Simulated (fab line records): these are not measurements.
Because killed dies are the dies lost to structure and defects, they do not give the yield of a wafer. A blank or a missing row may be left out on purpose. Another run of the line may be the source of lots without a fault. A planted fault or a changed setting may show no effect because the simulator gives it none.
fab line records + flow gf180mcu
record
- lots=13
- wafers=39
- last_day=34
route steps=602 shown LVPWELL@63 M1@332 V1@349
lots untouched by any fault: they come from a run of this same line in which no faults occurred
start_h: hours from the record's opening day to when the first of the lot's shown wafers began + wait_h: hours from the lot's prior step to this one + " as in the row above + L1.1+2: one row covering several wafers at once + - either no value or no given start + * or withheld: withheld + < > ~ a bound
route shown NAME@n: names a module that has steps shown in the file, with the first one's number in the route + usual: mean and standard deviation over wafers with no fault + same: alike in all rows + chamber/n: place in a boat + sites: readings site by site + _std_site: standard deviation of those values + _edge_site: the outer-site mean with the inner-site mean subtracted + radius_mm: for every site, how far away it sits from the centre of the wafer + mask NAME#n: copy n + behind: the most recent tool/chamber to have shaped the wafer + hold: reason for holding the lot/hours on hold/outcome of the hold + device: the n, p or np transistor that did not switch + end of line: tests of these same wafers at the route's end + a step given without rows: its recipe and nothing more + killed: the dies lost at the first sort to structure and to defects; this is not the yield of the wafer + map: per-die view of a wafer (x killed, . not killed, _ where there is no die)
set.NAME: the setting as run; set.NAME@STEP: as run at that earlier step + model.NAME: the simulator's own value behind a step, which no gauge read
one table for each step of the route and one row for each wafer, over a sample of lots
services: a tool's chamber out of use, with start hour (start_h, from the record's first day; less than 0 if before it), hours out, and reason
## steps
# step GF_LVPWELL_IMPLANT_09
# recipe
- species=B
- energy_kev=60
- dose_cm2=5e+12
- tilt_deg=0
# usual
- dose_ions_cm2=5.002e+12/5.7e+09
- faraday_current_uA=28.2/0.62
| lot.wafer | tool         | chamber | start_h | wait_h | dose_ions_cm2 | faraday_current_uA |
|-----------|--------------|---------|---------|--------|---------------|--------------------|
| L566.2    | implanter-03 | 0       | 67.55   | 0.1    | 4.995e+12     | 28.0               |
| L566.3    | "            | 0       | "       | "      | 5.006e+12     | 28.3               |
| L566.5    | "            | 0       | "       | "      | 4.999e+12     | 29.3               |
| L569.2    | implanter-03 | 0       | 86.92   | 0.1    | 4.997e+12     | 29.4               |
| L569.4    | "            | 0       | "       | "      | 5.001e+12     | 27.7               |
| L569.5    | "            | 0       | "       | "      | 5.001e+12     | 27.6               |
| L571.1    | implanter-03 | 0       | 100.84  | 0.1    | 4.995e+12     | 27.5               |
| L571.2    | "            | 0       | "       | "      | 4.997e+12     | 28.3               |
| L571.3    | "            | 0       | "       | "      | 4.992e+12     | 28.4               |
| L570.1    | implanter-03 | 0       | 102.28  | 0.1    | 5.01e+12      | 28.4               |
| L570.2    | "            | 0       | "       | "      | 4.996e+12     | 28.1               |
| L570.4    | "            | 0       | "       | "      | 5.002e+12     | 28.7               |
| L572.1    | implanter-03 | 0       | 104.34  | 0.1    | 4.996e+12     | 27.7               |
| L572.2    | "            | 0       | "       | "      | 5.003e+12     | 27.8               |
| L572.6    | "            | 0       | "       | "      | 5.004e+12     | 28.6               |
| L573.1    | implanter-01 | 0       | 109.74  | 0.1    | 5.002e+12     | 28.2               |
| L573.2    | "            | 0       | "       | "      | 5.006e+12     | 28.3               |
| L573.4    | "            | 0       | "       | "      | 5.004e+12     | 28.5               |
| L574.1    | implanter-01 | 0       | 118.09  | 0.1    | 5.005e+12     | 27.5               |
| L574.2    | "            | 0       | "       | "      | 5.004e+12     | 28.1               |
| L574.4    | "            | 0       | "       | "      | 5.009e+12     | 27.1               |
| L575.2    | implanter-02 | 0       | 122.92  | 0.1    | 5.002e+12     | 28.4               |
| L575.3    | "            | 0       | "       | "      | 5.005e+12     | 28.7               |
| L575.4    | "            | 0       | "       | "      | 5.008e+12     | 27.7               |
| L576.2    | implanter-02 | 0       | 125.12  | 0.1    | 5.009e+12     | 29.2               |
| L576.5    | "            | 0       | "       | "      | 5.005e+12     | 28.3               |
| L576.6    | "            | 0       | "       | "      | 5.009e+12     | 28.6               |
| L579.2    | implanter-03 | 0       | 140.85  | 0.1    | 5.007e+12     | 27.8               |
| L579.4    | "            | 0       | "       | "      | 4.997e+12     | 28.0               |
| L579.5    | "            | 0       | "       | "      | 5.011e+12     | 28.4               |
| L584.1    | implanter-03 | 0       | 169.48  | 0.1    | 4.698e+12     | 26.3               |
| L584.3    | "            | 0       | "       | "      | 4.699e+12     | 26.0               |
| L584.4    | "            | 0       | "       | "      | 4.687e+12     | 26.5               |
| L587.1    | implanter-03 | 0       | 185.29  | 0.1    | 4.701e+12     | 27.6               |
| L587.3    | "            | 0       | "       | "      | 4.699e+12     | 26.4               |
| L587.6    | "            | 0       | "       | "      | 4.714e+12     | 27.3               |
| L589.1    | implanter-01 | 0       | 196.13  | 0.1    | 5.009e+12     | 28.2               |
| L589.4    | "            | 0       | "       | "      | 5.007e+12     | 27.6               |
| L589.6    | "            | 0       | "       | "      | 4.996e+12     | 27.9               |
# step GF_VT_IMPLANT_RS_MEAS_48
# recipe
- thk_meas_gauge=four-point-probe
# usual
- LVPWELL_RS=1198.2/2.7
| lot.wafer | tool          | chamber | start_h | wait_h | LVPWELL_RS[ohm/sq] |
|-----------|---------------|---------|---------|--------|--------------------|
| L566.2    | film_metro-02 | -       | 154.46  | 0.1    | 1197.1             |
| L566.3    | "             | -       | "       | "      | 1192.5             |
| L566.5    | "             | -       | "       | "      | 1196.3             |
| L569.2    | film_metro-01 | -       | 177.56  | 0.1    | 1200.7             |
| L569.4    | "             | -       | "       | "      | 1201.6             |
| L569.5    | "             | -       | "       | "      | 1201.0             |
| L571.1    | film_metro-01 | -       | 193.99  | 0.1    | 1201.1             |
| L571.2    | "             | -       | "       | "      | 1198.6             |
| L571.3    | "             | -       | "       | "      | 1197.3             |
| L570.1    | film_metro-03 | -       | 195.06  | 0.1    | 1199.1             |
| L570.2    | "             | -       | "       | "      | 1192.3             |
| L570.4    | "             | -       | "       | "      | 1197.4             |
| L572.1    | film_metro-03 | -       | 200.48  | 0.1    | 1196.8             |
| L572.2    | "             | -       | "       | "      | 1197.4             |
| L572.6    | "             | -       | "       | "      | 1198.7             |
| L573.1    | film_metro-01 | -       | 205.84  | 0.1    | 1199.0             |
| L573.2    | "             | -       | "       | "      | 1201.2             |
| L573.4    | "             | -       | "       | "      | 1199.6             |
| L574.1    | film_metro-03 | -       | 217.03  | 0.1    | 1196.7             |
| L574.2    | "             | -       | "       | "      | 1198.6             |
| L574.4    | "             | -       | "       | "      | 1200.8             |
| L575.2    | film_metro-03 | -       | 220.36  | 0.1    | 1198.4             |
| L575.3    | "             | -       | "       | "      | 1200.2             |
| L575.4    | "             | -       | "       | "      | 1199.2             |
| L576.2    | film_metro-03 | -       | 224.86  | 0.1    | 1199.1             |
| L576.5    | "             | -       | "       | "      | 1201.6             |
| L576.6    | "             | -       | "       | "      | 1201.7             |
| L579.2    | film_metro-02 | -       | 243.47  | 0.1    | 1197.3             |
| L579.4    | "             | -       | "       | "      | 1200.3             |
| L579.5    | "             | -       | "       | "      | 1197.2             |
| L584.1    | film_metro-03 | -       | 275.84  | 0.1    | 1212.0             |
| L584.3    | "             | -       | "       | "      | 1216.9             |
| L584.4    | "             | -       | "       | "      | 1212.3             |
| L587.1    | film_metro-02 | -       | 293.48  | 0.1    | 1209.1             |
| L587.3    | "             | -       | "       | "      | 1211.8             |
| L587.6    | "             | -       | "       | "      | 1209.6             |
| L589.1    | film_metro-02 | -       | 305.89  | 0.1    | 1200.4             |
| L589.4    | "             | -       | "       | "      | 1191.4             |
| L589.6    | "             | -       | "       | "      | 1192.7             |
# step GF_M1_STRIP_17
# recipe
- chemistry=O2/N2
- power_w=1400
- pressure_mtorr=1500
- platen_temp_c=250
- o2_flow_sccm=3000
- n2_flow_sccm=300
- overash_fraction=0.5
# usual
- drypump_motor_current_A=5.48/0.16
- heater_power_w=364/38
- oes_product_au=0.536/0.0048
- strip_time_to_endpoint_s=7.35/0.047
| lot.wafer | tool            | chamber | start_h | wait_h | drypump_motor_current_A | heater_power_w | oes_product_au | rf_hours_counter_h | strip_time_to_endpoint_s |
|-----------|-----------------|---------|---------|--------|-------------------------|----------------|----------------|--------------------|--------------------------|
| L566.2    | plasma_asher-01 | 0       | 370.64  | 0.1    | 5.28                    | 342            | 0.538          | 74                 | 7.31                     |
| L566.3    | "               | 1       | "       | "      | 5.26                    | 313            | 0.532          | -                  | 7.37                     |
| L566.5    | "               | 0       | "       | "      | 5.27                    | 343            | 0.540          | -                  | 7.34                     |
| L569.2    | plasma_asher-03 | 1       | 409.34  | 0.1    | 5.54                    | 379            | 0.538          | 77                 | 7.40                     |
| L569.4    | "               | 0       | "       | "      | 5.75                    | 357            | 0.533          | -                  | 7.39                     |
| L569.5    | "               | 0       | "       | "      | 5.73                    | 363            | 0.542          | -                  | 7.36                     |
| L571.1    | plasma_asher-04 | 1       | 430.02  | 0.1    | 5.48                    | 435            | 0.543          | 73                 | 7.33                     |
| L571.2    | "               | 0       | "       | "      | 5.49                    | 362            | 0.538          | 73                 | 7.41                     |
| L571.3    | "               | 0       | "       | "      | 5.48                    | 357            | 0.533          | -                  | 7.42                     |
| L570.1    | plasma_asher-01 | 1       | 431.77  | 0.2    | 5.29                    | 318            | 0.543          | 0                  | 7.34                     |
| L570.2    | "               | 0       | "       | "      | 5.28                    | 330            | 0.534          | 0                  | 7.35                     |
| L570.4    | "               | 0       | "       | "      | 5.27                    | 340            | 0.538          | -                  | 7.35                     |
| L572.1    | plasma_asher-03 | 0       | 447.19  | 0.1    | 5.77                    | 362            | 0.540          | 81                 | 7.37                     |
| L572.2    | "               | 1       | "       | "      | 5.56                    | 378            | 0.528          | 81                 | 7.28                     |
| L572.6    | "               | 0       | "       | "      | 5.76                    | 358            | 0.542          | -                  | 7.34                     |
| L573.1    | plasma_asher-04 | 1       | 449.04  | 0.1    | 5.50                    | 439            | 0.540          | 76                 | 7.41                     |
| L573.2    | "               | 0       | "       | "      | 5.49                    | 360            | 0.534          | 76                 | 7.32                     |
| L573.4    | "               | 0       | "       | "      | 5.50                    | 369            | 0.538          | -                  | 7.38                     |
| L574.1    | plasma_asher-01 | 1       | 473.03  | 0.1    | 5.33                    | 309            | 0.529          | 5                  | 7.41                     |
| L574.2    | "               | 0       | "       | "      | 5.27                    | 326            | 0.527          | 5                  | 7.29                     |
| L574.4    | "               | 0       | "       | "      | 5.25                    | 332            | 0.534          | -                  | 7.36                     |
| L575.2    | plasma_asher-03 | 1       | 482.94  | 0.1    | 5.56                    | 360            | 0.541          | 85                 | 7.34                     |
| L575.3    | "               | 1       | "       | "      | 5.58                    | 387            | 0.528          | -                  | 7.30                     |
| L575.4    | "               | 0       | "       | "      | 5.73                    | 356            | 0.530          | -                  | 7.33                     |
| L576.2    | plasma_asher-01 | 0       | 494.12  | 0.1    | 5.25                    | 336            | 0.535          | 7                  | 7.33                     |
| L576.5    | "               | 0       | "       | "      | 5.28                    | 333            | 0.534          | -                  | 7.32                     |
| L576.6    | "               | 1       | "       | "      | 5.30                    | 321            | 0.538          | -                  | 7.33                     |
| L579.2    | plasma_asher-04 | 1       | 517.38  | 0.1    | 5.49                    | 437            | 0.536          | 83                 | 7.27                     |
| L579.4    | "               | 0       | "       | "      | 5.50                    | 351            | 0.538          | -                  | 7.26                     |
| L579.5    | "               | 1       | "       | "      | 5.49                    | 426            | 0.539          | -                  | 7.32                     |
| L584.1    | plasma_asher-03 | 1       | 545.91  | 0.2    | 5.56                    | 387            | 0.536          | 92                 | 7.41                     |
| L584.3    | "               | 1       | "       | "      | 5.58                    | 373            | 0.535          | -                  | 7.46                     |
| L584.4    | "               | 0       | "       | "      | 5.76                    | 361            | 0.541          | -                  | 7.42                     |
| L587.1    | plasma_asher-04 | 0       | 560.75  | 0.1    | 5.52                    | 365            | 0.547          | 87                 | 7.43                     |
| L587.3    | "               | 1       | "       | "      | 5.52                    | 441            | 0.535          | -                  | 7.37                     |
| L587.6    | "               | 1       | "       | "      | 5.51                    | 434            | 0.540          | -                  | 7.41                     |
| L589.1    | plasma_asher-01 | 0       | 575.58  | 0.1    | 5.25                    | 331            | 0.539          | 16                 | 7.36                     |
| L589.4    | "               | 0       | "       | "      | 5.26                    | 337            | 0.537          | -                  | 7.32                     |
| L589.6    | "               | 0       | "       | "      | 5.25                    | 340            | 0.543          | -                  | 7.41                     |
# step GF_V1_CD_MEAS_14
# recipe
- target_cd_nm=260
# usual
- cd_nm=259.8/1
| lot.wafer | tool      | chamber | start_h | wait_h | cd_nm |
|-----------|-----------|---------|---------|--------|-------|
| L566.2    | cd_sem-02 | -       | 394.11  | 0.1    | 259.9 |
| L566.3    | "         | -       | "       | "      | 258.6 |
| L566.5    | "         | -       | "       | "      | 259.9 |
| L569.2    | cd_sem-01 | -       | 434.91  | 0.1    | 259.5 |
| L569.4    | "         | -       | "       | "      | 258.9 |
| L569.5    | "         | -       | "       | "      | 258.6 |
| L571.1    | cd_sem-01 | -       | 456.54  | 0.1    | 258.8 |
| L571.2    | "         | -       | "       | "      | 258.0 |
| L571.3    | "         | -       | "       | "      | 259.1 |
| L570.1    | cd_sem-02 | -       | 457.89  | 0.1    | 260.6 |
| L570.2    | "         | -       | "       | "      | 259.6 |
| L570.4    | "         | -       | "       | "      | 260.5 |
| L572.1    | cd_sem-02 | -       | 473.19  | 0.1    | 258.4 |
| L572.2    | "         | -       | "       | "      | 259.1 |
| L572.6    | "         | -       | "       | "      | 259.9 |
| L573.1    | cd_sem-01 | -       | 474.95  | 0.1    | 260.3 |
| L573.2    | "         | -       | "       | "      | 259.8 |
| L573.4    | "         | -       | "       | "      | 259.8 |
| L574.1    | cd_sem-01 | -       | 498.80  | 0.1    | 259.8 |
| L574.2    | "         | -       | "       | "      | 259.9 |
| L574.4    | "         | -       | "       | "      | 259.8 |
| L575.2    | cd_sem-02 | -       | 507.91  | 0.1    | 260.9 |
| L575.3    | "         | -       | "       | "      | 261.1 |
| L575.4    | "         | -       | "       | "      | 261.3 |
| L576.2    | cd_sem-02 | -       | 518.32  | 0.1    | 260.2 |
| L576.5    | "         | -       | "       | "      | 260.3 |
| L576.6    | "         | -       | "       | "      | 259.4 |
| L579.2    | cd_sem-01 | -       | 541.47  | 0.1    | 261.1 |
| L579.4    | "         | -       | "       | "      | 261.3 |
| L579.5    | "         | -       | "       | "      | 261.1 |
| L584.1    | cd_sem-02 | -       | 569.85  | 0.1    | 258.5 |
| L584.3    | "         | -       | "       | "      | 259.0 |
| L584.4    | "         | -       | "       | "      | 258.8 |
| L587.1    | cd_sem-02 | -       | 583.15  | 0.1    | 258.9 |
| L587.3    | "         | -       | "       | "      | 258.5 |
| L587.6    | "         | -       | "       | "      | 257.7 |
| L589.1    | cd_sem-02 | -       | 597.45  | 0.1    | 259.3 |
| L589.4    | "         | -       | "       | "      | 260.1 |
| L589.6    | "         | -       | "       | "      | 258.7 |
# step GF_V1_CVD_23
# recipe
- material=W
- target_thk_nm=350
- time_s=105.05
- temp_c=400
- pressure_torr=40
# usual
- heater_power_w=784/65
| lot.wafer | tool     | chamber | start_h | wait_h | heater_power_w |
|-----------|----------|---------|---------|--------|----------------|
| L566.2    | cvd_w-02 | 1       | 395.01  | 0.0    | 827            |
| L566.3    | "        | 0       | "       | "      | 689            |
| L566.5    | "        | 0       | "       | "      | 688            |
| L569.2    | cvd_w-01 | 0       | 435.84  | 0.0    | 839            |
| L569.4    | "        | 1       | "       | "      | 772            |
| L569.5    | "        | 1       | "       | "      | 764            |
| L571.1    | cvd_w-01 | 0       | 457.45  | 0.0    | 862            |
| L571.2    | "        | 1       | "       | "      | 741            |
| L571.3    | "        | 0       | "       | "      | 863            |
| L570.1    | cvd_w-02 | 0       | 458.80  | 0.0    | 700            |
| L570.2    | "        | 1       | "       | "      | 810            |
| L570.4    | "        | 0       | "       | "      | 677            |
| L572.1    | cvd_w-02 | 0       | 474.10  | 0.0    | 709            |
| L572.2    | "        | 1       | "       | "      | 813            |
| L572.6    | "        | 1       | "       | "      | 825            |
| L573.1    | cvd_w-02 | 1       | 475.87  | 0.0    | 834            |
| L573.2    | "        | 0       | "       | "      | 698            |
| L573.4    | "        | 0       | "       | "      | 706            |
| L574.1    | cvd_w-02 | 0       | 499.72  | 0.0    | 693            |
| L574.2    | "        | 1       | "       | "      | 835            |
| L574.4    | "        | 0       | "       | "      | 699            |
| L575.2    | cvd_w-02 | 1       | 508.83  | 0.0    | 823            |
| L575.3    | "        | 1       | "       | "      | 828            |
| L575.4    | "        | 0       | "       | "      | 702            |
| L576.2    | cvd_w-01 | 0       | 519.22  | 0.0    | 884            |
| L576.5    | "        | 0       | "       | "      | 854            |
| L576.6    | "        | 1       | "       | "      | 794            |
| L579.2    | cvd_w-02 | 1       | 542.41  | 0.0    | 815            |
| L579.4    | "        | 0       | "       | "      | 689            |
| L579.5    | "        | 1       | "       | "      | 837            |
| L584.1    | cvd_w-01 | 0       | 570.77  | 0.0    | 878            |
| L584.3    | "        | 1       | "       | "      | 772            |
| L584.4    | "        | 0       | "       | "      | 851            |
| L587.1    | cvd_w-02 | 0       | 584.07  | 0.0    | 696            |
| L587.3    | "        | 1       | "       | "      | 813            |
| L587.6    | "        | 0       | "       | "      | 689            |
| L589.1    | cvd_w-01 | 0       | 598.37  | 0.0    | 883            |
| L589.4    | "        | 0       | "       | "      | 871            |
| L589.6    | "        | 0       | "       | "      | 866            |
## services
| tool            | chamber | start_h | hours | kind   |
|-----------------|---------|---------|-------|--------|
| plasma_asher-01 | -       | 63.41   | 2.8   | repair |
| plasma_asher-04 | -       | 75.03   | 0.3   | repair |
| cvd_w-01        | 0       | 93.51   | 8.6   | repair |
| cvd_w-02        | -       | 100.86  | 6.0   | pm     |
| plasma_asher-04 | -       | 154.21  | 2.1   | repair |
| plasma_asher-01 | -       | 170.74  | 2.8   | pm     |
| cvd_w-01        | -       | 214.99  | 0.9   | repair |
| cvd_w-01        | 1       | 268.57  | 5.4   | repair |
| plasma_asher-01 | -       | 284.35  | 1.3   | repair |
| plasma_asher-01 | -       | 288.90  | 28.1  | pm     |
| implanter-03    | -       | 297.21  | 6.4   | repair |
| implanter-03    | -       | 306.79  | 6.4   | pm     |
| plasma_asher-01 | -       | 328.18  | 11.5  | repair |
| cvd_w-01        | -       | 347.39  | 2.6   | repair |
| implanter-03    | -       | 353.65  | 5.9   | repair |
| cvd_w-01        | -       | 390.00  | 14.0  | pm     |
| implanter-03    | -       | 414.91  | 7.7   | pm     |
| cvd_w-01        | -       | 417.88  | 1.1   | repair |
| plasma_asher-01 | -       | 421.25  | 9.0   | pm     |
| cvd_w-02        | 0       | 428.44  | 26.2  | repair |
| cvd_w-01        | -       | 465.67  | 2.8   | pm     |
| implanter-03    | -       | 473.58  | 2.5   | repair |
| cvd_w-01        | 1       | 527.55  | 18.2  | repair |
| cvd_w-01        | -       | 586.98  | 6.9   | pm     |
## key
first_sign
- step=GF_LVPWELL_IMPLANT_09
- reading=dose_ions_cm2
- direction=down
- sigmas=53
- usual=5.002e+12
- struck=4.7e+12
effect
- step=GF_LVPWELL_IMPLANT_09
- reading=faraday_current_uA
- direction=down
- sigmas=2.4
- usual=28.2
- struck=26.7
effect
- step=GF_VT_IMPLANT_RS_MEAS_48
- reading=LVPWELL_RS
- direction=up
- sigmas=5.1
- usual=1198.2
- struck=1211.9
met_at GF_LVPWELL_IMPLANT_09
struck_lots L584,L587
tester_left_out L584,L587
not_acting_at GF_M1_STRIP_17,GF_V1_CD_MEAS_14,GF_V1_CVD_23
onset_between 140.85 169.48
fault
- kind=process_parameter_drift
- tool=implanter-03
- chamber=-
- onset_h=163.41
- steps=GF_LVPWELL_IMPLANT_09
- channel=dose_cm2
- offset=-3.028e+11
- shape=step
- end_h=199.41
- acts_in=these_recipes_only
- stated=5e+12
# tester_left_out: of these lots the tester's yield and bins aren't shown, on N5 and GAA mostly nor the transistor test; their killed dies are dies lost to structure and defects alone, not to doping, threshold or leakage, so they don't give the yield
